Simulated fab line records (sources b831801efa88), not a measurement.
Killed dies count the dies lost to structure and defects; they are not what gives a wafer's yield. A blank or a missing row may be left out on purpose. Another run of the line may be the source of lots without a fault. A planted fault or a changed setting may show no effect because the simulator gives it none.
Check of tool commonality	flow gf180mcu	11 lots, 33 wafers sampled

WHAT PROMPTED THE OPENING
At GF_NWELL_TW_MEAS_11 the reading NWELL_TW is flagged on 2 of 11 lots. Fault-free wafers read 1566, with a standard deviation of 17.
Rule: a lot is flagged in two cases, either no wafer of it has a number, or all its wafers with numbers fall more than 4 standard deviations from that mean. The other lots count as sound.

lot	measured	on	NWELL_TW, wafer by wafer	flag
L122	day 3 18:43	film_metro-04	1554 1556 1557	
L125	day 4 09:50	film_metro-02	1400 1407 1413	FLAGGED
L129	day 5 08:29	film_metro-02	1413 1417 1418	FLAGGED
L133	day 6 10:13	film_metro-02	1592 1581 1572	
L135	day 6 19:07	film_metro-04	1553 1552 1556	
L137	day 7 04:53	film_metro-04	1558 1560 1558	
L139	day 7 18:44	film_metro-04	1560 1555 1565	
L140	day 7 22:49	film_metro-02	1570 1569 1570	
L141	day 8 03:49	film_metro-01	1547 1537 1539	
L142	day 8 08:53	film_metro-01	1538 1548 1541	
L143	day 8 15:28	film_metro-02	1577 1572 1570	
The numbers of the flagged lots are 1411 on average: -155 against the usual, or -9 standard deviations.

WHICH TOOL RAN EACH LOT
The record holds 2 process steps before the reading, out of a route of 602 steps. Each cell gives the tool, then ch followed by the chambers the sampled wafers passed through, then the start.
lot	flag	GF_DNWELL_STRIP_08	GF_NWELL_IMPLANT_08
L122		plasma_asher-04 ch 0,1, day 3 05:26	implanter-04 ch 0, day 3 18:19
L125	FLAGGED	plasma_asher-03 ch 0,1, day 3 20:09	implanter-04 ch 0, day 4 09:26
L129	FLAGGED	plasma_asher-01 ch 0, day 4 18:42	implanter-04 ch 0, day 5 08:05
L133		plasma_asher-04 ch 0,1, day 5 18:33	implanter-02 ch 0, day 6 09:50
L135		plasma_asher-03 ch 0,1, day 6 03:15	implanter-01 ch 0, day 6 18:43
L137		plasma_asher-04 ch 0, day 6 13:39	implanter-02 ch 0, day 7 04:29
L139		plasma_asher-04 ch 0,1, day 7 01:47	implanter-02 ch 0, day 7 18:20
L140		plasma_asher-04 ch 0,1, day 7 06:42	implanter-01 ch 0, day 7 22:25
L141		plasma_asher-03 ch 0,1, day 7 10:41	implanter-02 ch 0, day 8 03:25
L142		plasma_asher-04 ch 0,1, day 7 16:32	implanter-02 ch 0, day 8 08:29
L143		plasma_asher-04 ch 0,1, day 7 22:20	implanter-04 ch 0, day 8 15:07
What is done by these steps:
- GF_DNWELL_STRIP_08: strips in O2/N2.
- GF_NWELL_IMPLANT_08
- GF_NWELL_TW_MEAS_11

FLAGGED OVER TOTAL, TOOL BY TOOL (the gauges that took the reading come last)
step	tool	lots run	flagged	share of the flagged lots	sound lots run after its first flagged lot
GF_DNWELL_STRIP_08	plasma_asher-01	1	1	some	0
GF_DNWELL_STRIP_08	plasma_asher-03	3	1	some	2 (L135,L141)
GF_DNWELL_STRIP_08	plasma_asher-04	7	0	none	-
GF_NWELL_IMPLANT_08	implanter-01	2	0	none	-
GF_NWELL_IMPLANT_08	implanter-02	5	0	none	-
GF_NWELL_IMPLANT_08	implanter-04	4	2	all	1 (L143)
GF_NWELL_TW_MEAS_11	film_metro-01	2	0	none	-
GF_NWELL_TW_MEAS_11	film_metro-02	5	2	all	3 (L133,L140,L143)
GF_NWELL_TW_MEAS_11	film_metro-04	4	0	none	-

THE TABLE: WHAT IT ALLOWS
Every flagged lot went through 2 rows of the table: implanter-04 at GF_NWELL_IMPLANT_08 and film_metro-02 at GF_NWELL_TW_MEAS_11.
- implanter-04 at GF_NWELL_IMPLANT_08: 2 of its 4 lots flagged. Lots that were sound ran on it after the first flagged one (L143); a persistent fault on the entire tool would not allow that. Its own readings lie more than 4 standard deviations out on every wafer of the flagged lots: dose_ions_cm2, faraday_current_uA.
- film_metro-02 at GF_NWELL_TW_MEAS_11: 2 of its 5 lots flagged. Lots that were sound ran on it after the first flagged one (L133, L140, L143); a persistent fault on the entire tool would not allow that.
No row of the table ran every flagged lot and no sound lot after the first.

WHAT WAS PUT IN BY THE SIMULATOR
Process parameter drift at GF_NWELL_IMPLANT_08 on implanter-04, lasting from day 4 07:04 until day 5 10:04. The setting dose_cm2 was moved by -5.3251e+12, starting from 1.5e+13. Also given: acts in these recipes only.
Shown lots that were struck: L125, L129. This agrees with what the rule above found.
